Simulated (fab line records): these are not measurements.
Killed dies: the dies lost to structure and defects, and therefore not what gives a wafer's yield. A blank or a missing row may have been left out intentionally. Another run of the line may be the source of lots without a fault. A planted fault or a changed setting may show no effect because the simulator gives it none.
Which tool is to blame? / flow sky130 / 10 lots with 30 wafers sampled at 6 steps, on a route of 708 steps

WHAT EACH GAUGE READ, for each wafer
SKY_VIA3_OVL_MEAS_13. Usual: for VIA3_OVL the level is -1 nm and the standard deviation is 5.1.
lot=L447; measured=day 40 01:54; on=overlay-02; VIA3_OVL (nm)=-4 -6 7; flag=
lot=L449; measured=day 40 06:53; on=overlay-01; VIA3_OVL (nm)=-10 -6 -6; flag=
lot=L453; measured=day 41 21:05; on=overlay-01; VIA3_OVL (nm)=-4 3 -2; flag=
lot=L454; measured=day 42 06:00; on=overlay-01; VIA3_OVL (nm)=-3 5 4; flag=
lot=L455; measured=day 42 14:50; on=overlay-01; VIA3_OVL (nm)=2 0 3; flag=
lot=L457; measured=day 42 23:26; on=overlay-01; VIA3_OVL (nm)=0 -2 -5; flag=
lot=L459; measured=day 43 12:53; on=overlay-02; VIA3_OVL (nm)=-4 -1 -9; flag=
lot=L461; measured=day 43 19:44; on=overlay-02; VIA3_OVL (nm)=-9 -7 -10; flag=
lot=L460; measured=day 43 21:42; on=overlay-01; VIA3_OVL (nm)=-5 -7 -6; flag=
lot=L462; measured=day 44 06:14; on=overlay-01; VIA3_OVL (nm)=-1 1 2; flag=

SKY_CAP2M_RS_MEAS_03: a four-point-probe measurement. Usual: for CAP2M_TIN_RS the level is 6.90 ohm/sq and the standard deviation is 0.064.
lot=L447; measured=day 40 03:45; on=filmMetro-03; CAP2M_TIN_RS (ohm/sq)=7.00 6.97 7.01; flag=
lot=L449; measured=day 40 08:40; on=filmMetro-02; CAP2M_TIN_RS (ohm/sq)=6.83 6.77 6.80; flag=
lot=L453; measured=day 41 23:17; on=filmMetro-04; CAP2M_TIN_RS (ohm/sq)=6.88 6.90 6.88; flag=
lot=L454; measured=day 42 07:45; on=filmMetro-04; CAP2M_TIN_RS (ohm/sq)=6.92 6.90 6.94; flag=
lot=L455; measured=day 42 16:37; on=filmMetro-03; CAP2M_TIN_RS (ohm/sq)=6.92 6.91 6.93; flag=
lot=L457; measured=day 43 01:10; on=filmMetro-03; CAP2M_TIN_RS (ohm/sq)=6.87 6.83 6.81; flag=
lot=L459; measured=day 43 14:43; on=filmMetro-04; CAP2M_TIN_RS (ohm/sq)=7.05 6.99 7.10; flag=
lot=L461; measured=day 43 21:30; on=filmMetro-02; CAP2M_TIN_RS (ohm/sq)=6.56 6.54 6.58; flag=OFF
lot=L460; measured=day 43 23:32; on=filmMetro-04; CAP2M_TIN_RS (ohm/sq)=6.52 6.52 6.49; flag=OFF
lot=L462; measured=day 44 08:37; on=filmMetro-04; CAP2M_TIN_RS (ohm/sq)=6.55 6.50 6.54; flag=OFF

SKY_CAP2M_THK_MEAS_04: measures by xrf. Usual: for CAP2M_TIN_THK the level is 203.7 nm and the standard deviation is 2.1.
lot=L447; measured=day 40 03:52; on=filmMetro-03; CAP2M_TIN_THK (nm)=201.2 202.9 201.9; flag=
lot=L449; measured=day 40 08:47; on=filmMetro-02; CAP2M_TIN_THK (nm)=208.2 208.9 208.9; flag=
lot=L453; measured=day 41 23:24; on=filmMetro-04; CAP2M_TIN_THK (nm)=203.1 203.4 204.0; flag=
lot=L454; measured=day 42 07:52; on=filmMetro-04; CAP2M_TIN_THK (nm)=202.7 203.4 201.4; flag=
lot=L455; measured=day 42 16:44; on=filmMetro-03; CAP2M_TIN_THK (nm)=205.1 204.5 204.0; flag=
lot=L457; measured=day 43 01:17; on=filmMetro-03; CAP2M_TIN_THK (nm)=203.6 205.7 205.1; flag=
lot=L459; measured=day 43 14:50; on=filmMetro-04; CAP2M_TIN_THK (nm)=198.8 201.2 198.1; flag=
lot=L461; measured=day 43 21:37; on=filmMetro-02; CAP2M_TIN_THK (nm)=215.6 216.2 214.6; flag=OFF
lot=L460; measured=day 43 23:38; on=filmMetro-04; CAP2M_TIN_THK (nm)=215.3 215.7 217.1; flag=OFF
lot=L462; measured=day 44 08:44; on=filmMetro-04; CAP2M_TIN_THK (nm)=213.4 214.5 213.8; flag=OFF

WHAT TOOL EACH LOT RAN ON (gives the tool, then ch and the chambers of the sampled wafers, and finally the start)
lot=L447; SKY_VIA1_ETCH_15=rieDiel-03 ch 1,2,3, day 34 08:49; SKY_VIA1_CVD_21=cvdW-01 ch 0,1, day 34 09:31; SKY_CAP2M_SPUTTER_02=pvdSputter-04, day 40 03:37
lot=L449; SKY_VIA1_ETCH_15=rieDiel-03 ch 0,2,3, day 34 14:53; SKY_VIA1_CVD_21=cvdW-01 ch 0,1, day 34 15:38; SKY_CAP2M_SPUTTER_02=pvdSputter-01, day 40 08:34
lot=L453; SKY_VIA1_ETCH_15=rieDiel-01 ch 1,2,3, day 36 08:03; SKY_VIA1_CVD_21=cvdW-02 ch 0,1, day 36 09:11; SKY_CAP2M_SPUTTER_02=pvdSputter-01, day 41 23:10
lot=L454; SKY_VIA1_ETCH_15=rieDiel-02 ch 0,2,3, day 36 17:30; SKY_VIA1_CVD_21=cvdW-02 ch 0,1, day 36 18:14; SKY_CAP2M_SPUTTER_02=pvdSputter-01, day 42 07:37
lot=L455; SKY_VIA1_ETCH_15=rieDiel-02 ch 0,2, day 37 03:11; SKY_VIA1_CVD_21=cvdW-02 ch 0, day 37 03:56; SKY_CAP2M_SPUTTER_02=pvdSputter-04, day 42 16:30
lot=L457; SKY_VIA1_ETCH_15=rieDiel-03 ch 0,1,2, day 37 14:45; SKY_VIA1_CVD_21=cvdW-02 ch 0, day 37 15:29; SKY_CAP2M_SPUTTER_02=pvdSputter-01, day 43 01:04
lot=L459; SKY_VIA1_ETCH_15=rieDiel-01 ch 0,1,3, day 38 05:15; SKY_VIA1_CVD_21=cvdW-01 ch 0,1, day 38 05:59; SKY_CAP2M_SPUTTER_02=pvdSputter-04, day 43 14:36
lot=L461; SKY_VIA1_ETCH_15=rieDiel-01 ch 0,2,3, day 38 13:12; SKY_VIA1_CVD_21=cvdW-02 ch 0,1, day 38 13:54; SKY_CAP2M_SPUTTER_02=pvdSputter-01, day 43 21:23
lot=L460; SKY_VIA1_ETCH_15=rieDiel-03 ch 1,2, day 38 13:51; SKY_VIA1_CVD_21=cvdW-02 ch 0,1, day 38 14:37; SKY_CAP2M_SPUTTER_02=pvdSputter-01, day 43 23:23
lot=L462; SKY_VIA1_ETCH_15=rieDiel-02 ch 0,1,3, day 38 22:07; SKY_VIA1_CVD_21=cvdW-02 ch 0,1, day 38 22:48; SKY_CAP2M_SPUTTER_02=pvdSputter-01, day 44 08:31
- SKY_VIA1_ETCH_15: etches SiO2 in C4F8/O2/Ar, stops on TiN, target depth 351 nm, time 54 s.
- SKY_VIA1_CVD_21: deposits W, target thk 270 nm, time 80.902 s.
- SKY_CAP2M_SPUTTER_02: material TiN, target thk 200 nm, time 166.7 s.

WHAT THE TOOLS THEMSELVES READ (means of the sampled wafers that have a number; where no wafer has one, the mark that the record gives instead)
SKY_VIA1_ETCH_15. Usual: chamberPressureMTorr 40.01 mTorr, standard deviation 0.036; oesProductAu 0.982 a.u., standard deviation 0.0054.
lot=L447; tool=rieDiel-03; chamberPressureMTorr (mTorr)=40.02; oesProductAu (a.u.)=0.990; flag=
lot=L449; tool=rieDiel-03; chamberPressureMTorr (mTorr)=39.97; oesProductAu (a.u.)=0.984; flag=
lot=L453; tool=rieDiel-01; chamberPressureMTorr (mTorr)=40.01; oesProductAu (a.u.)=0.983; flag=
lot=L454; tool=rieDiel-02; chamberPressureMTorr (mTorr)=40.04; oesProductAu (a.u.)=0.977; flag=
lot=L455; tool=rieDiel-02; chamberPressureMTorr (mTorr)=39.98; oesProductAu (a.u.)=0.982; flag=
lot=L457; tool=rieDiel-03; chamberPressureMTorr (mTorr)=39.97; oesProductAu (a.u.)=0.983; flag=
lot=L459; tool=rieDiel-01; chamberPressureMTorr (mTorr)=39.99; oesProductAu (a.u.)=0.975; flag=
lot=L461; tool=rieDiel-01; chamberPressureMTorr (mTorr)=39.98; oesProductAu (a.u.)=0.986; flag=
lot=L460; tool=rieDiel-03; chamberPressureMTorr (mTorr)=39.96; oesProductAu (a.u.)=0.975; flag=
lot=L462; tool=rieDiel-02; chamberPressureMTorr (mTorr)=40.02; oesProductAu (a.u.)=0.983; flag=

SKY_VIA1_CVD_21. Usual: heaterPowerW reads 842 W (standard deviation 96).
lot=L447; tool=cvdW-01; heaterPowerW (W)=820; flag=
lot=L449; tool=cvdW-01; heaterPowerW (W)=819; flag=
lot=L453; tool=cvdW-02; heaterPowerW (W)=889; flag=
lot=L454; tool=cvdW-02; heaterPowerW (W)=893; flag=
lot=L455; tool=cvdW-02; heaterPowerW (W)=979; flag=
lot=L457; tool=cvdW-02; heaterPowerW (W)=968; flag=
lot=L459; tool=cvdW-01; heaterPowerW (W)=827; flag=
lot=L461; tool=cvdW-02; heaterPowerW (W)=896; flag=
lot=L460; tool=cvdW-02; heaterPowerW (W)=903; flag=
lot=L462; tool=cvdW-02; heaterPowerW (W)=902; flag=

SKY_CAP2M_SPUTTER_02. Usual: throttleValvePct reads 30.5 % (standard deviation 0.86).
lot=L447; tool=pvdSputter-04; throttleValvePct (%)=30.7; flag=
lot=L449; tool=pvdSputter-01; throttleValvePct (%)=29.9; flag=
lot=L453; tool=pvdSputter-01; throttleValvePct (%)=30.5; flag=
lot=L454; tool=pvdSputter-01; throttleValvePct (%)=30.5; flag=
lot=L455; tool=pvdSputter-04; throttleValvePct (%)=30.8; flag=
lot=L457; tool=pvdSputter-01; throttleValvePct (%)=31.0; flag=
lot=L459; tool=pvdSputter-04; throttleValvePct (%)=31.0; flag=
lot=L461; tool=pvdSputter-01; throttleValvePct (%)=31.1; flag=
lot=L460; tool=pvdSputter-01; throttleValvePct (%)=30.1; flag=
lot=L462; tool=pvdSputter-01; throttleValvePct (%)=30.7; flag=

THE ANSWER, worked out from the rows above alone
Rule: lot off if the mean of its wafers having a number is beyond 3 standard deviations from the usual mean. Also off: a lot with no number at a reading for which 4 or more lots have one. Where the step has rows for the other lots, those lots are counted as sound. The gauges are gone through in route order, then the tools' own readings, and for those a lot's mean is taken as printed above. At the first step where some lot is off, the reading lying furthest off is the one used; lots without a number count as furthest.
Off: L461, L460, L462, at SKY_CAP2M_RS_MEAS_03 (CAP2M_TIN_RS).
If a tool, at a process step before that reading, ran all the lots that are off and no sound lot after the first of them, it fits. The gauges at SKY_CAP2M_RS_MEAS_03 are tried like those tools. This does not decide it: 2 tools fit, namely cvdW-02 at SKY_VIA1_CVD_21 and pvdSputter-01 at SKY_CAP2M_SPUTTER_02.

WHAT WAS PUT IN BY THE SIMULATOR
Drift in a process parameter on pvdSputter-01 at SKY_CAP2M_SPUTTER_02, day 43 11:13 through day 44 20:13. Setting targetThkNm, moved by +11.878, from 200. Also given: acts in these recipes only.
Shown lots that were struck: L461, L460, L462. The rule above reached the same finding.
